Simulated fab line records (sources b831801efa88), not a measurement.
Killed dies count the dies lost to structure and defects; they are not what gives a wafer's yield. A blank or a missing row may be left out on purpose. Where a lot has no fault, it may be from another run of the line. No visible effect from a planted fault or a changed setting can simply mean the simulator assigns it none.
The tool behind it: which one? / flow sky130 / 18 wafers from 6 lots sampled at 3 of the route's 708 steps

== WHAT THE GAUGES READ, wafer by wafer ==
SKY_LDD_P_CD_MEAS_07: the cd target is 380 nm.
lot=L393; measured=day 20 03:37; on=cd-sem-02; cd-nm (nm)=379.5 380.9 380.1
lot=L396; measured=day 21 00:05; on=cd-sem-01; cd-nm (nm)=381.3 383.5 383.5
lot=L401; measured=day 23 08:31; on=cd-sem-01; cd-nm (nm)=253.5 254.3 252.5
lot=L402; measured=day 23 14:13; on=cd-sem-01; cd-nm (nm)=380.4 381.8 381.6
lot=L410; measured=day 25 14:29; on=cd-sem-01; cd-nm (nm)=375.9 375.5 375.3
lot=L412; measured=day 26 09:29; on=cd-sem-02; cd-nm (nm)=377.7 377.2 377.1

== TOOL THAT RAN EACH LOT (tool first, then ch and the chambers of the sampled wafers, then the start) ==
lot=L393; SKY_POLY_GATE_ETCH_15=rie-diel-04 ch 0,1,2, day 17 09:09; SKY_LDD_P_DEVELOP_06=litho-track-03 ch 0, day 20 03:28
lot=L396; SKY_POLY_GATE_ETCH_15=rie-diel-02 ch 2,3, day 18 02:30; SKY_LDD_P_DEVELOP_06=litho-track-01 ch 0, day 20 23:57
lot=L401; SKY_POLY_GATE_ETCH_15=rie-diel-03 ch 0,1, day 20 15:47; SKY_LDD_P_DEVELOP_06=litho-track-01 ch 0, day 23 08:23
lot=L402; SKY_POLY_GATE_ETCH_15=rie-diel-04 ch 0,1,3, day 20 22:46; SKY_LDD_P_DEVELOP_06=litho-track-03 ch 0, day 23 14:04
lot=L410; SKY_POLY_GATE_ETCH_15=rie-diel-03 ch 0,2,3, day 23 01:01; SKY_LDD_P_DEVELOP_06=litho-track-03 ch 0, day 25 14:20
lot=L412; SKY_POLY_GATE_ETCH_15=rie-diel-04 ch 1,2, day 23 19:32; SKY_LDD_P_DEVELOP_06=litho-track-01 ch 0, day 26 09:20
- SKY_POLY_GATE_ETCH_15: etches BARC in N2/H2, stops on SiO2, time 118.5 s, target depth 110 nm.
- SKY_LDD_P_DEVELOP_06: develop time 60 s.

== THE ANSWER, worked out from the rows above alone ==
Rule: the lots themselves supply what counts as usual. Put in order of their means at a reading, lots are off if they are a third of the lots or fewer, leave a main group of 4 or more, and stand apart from it by a gap of 3 or more times the standard deviation of the main group's means; of several such gaps the widest counts. If all means in a main group match to the digits the tables above print for the reading, that group is not used. Also off: a lot with no number at a reading for which 4 or more lots have one. Any other lot the step has rows for is counted as sound.
Off, at SKY_LDD_P_CD_MEAS_07 on cd-nm: L401. For the main group the mean is 379.4 nm and the standard deviation 2.6.
A tool fits if, at a process step before that reading, it ran every lot that is off, and no sound lot after the first of them. Gauges at SKY_LDD_P_CD_MEAS_07: tried the same way as those tools. Not one of the candidates tried fits.

== WHAT HAD BEEN PUT IN BY THE SIMULATOR ==
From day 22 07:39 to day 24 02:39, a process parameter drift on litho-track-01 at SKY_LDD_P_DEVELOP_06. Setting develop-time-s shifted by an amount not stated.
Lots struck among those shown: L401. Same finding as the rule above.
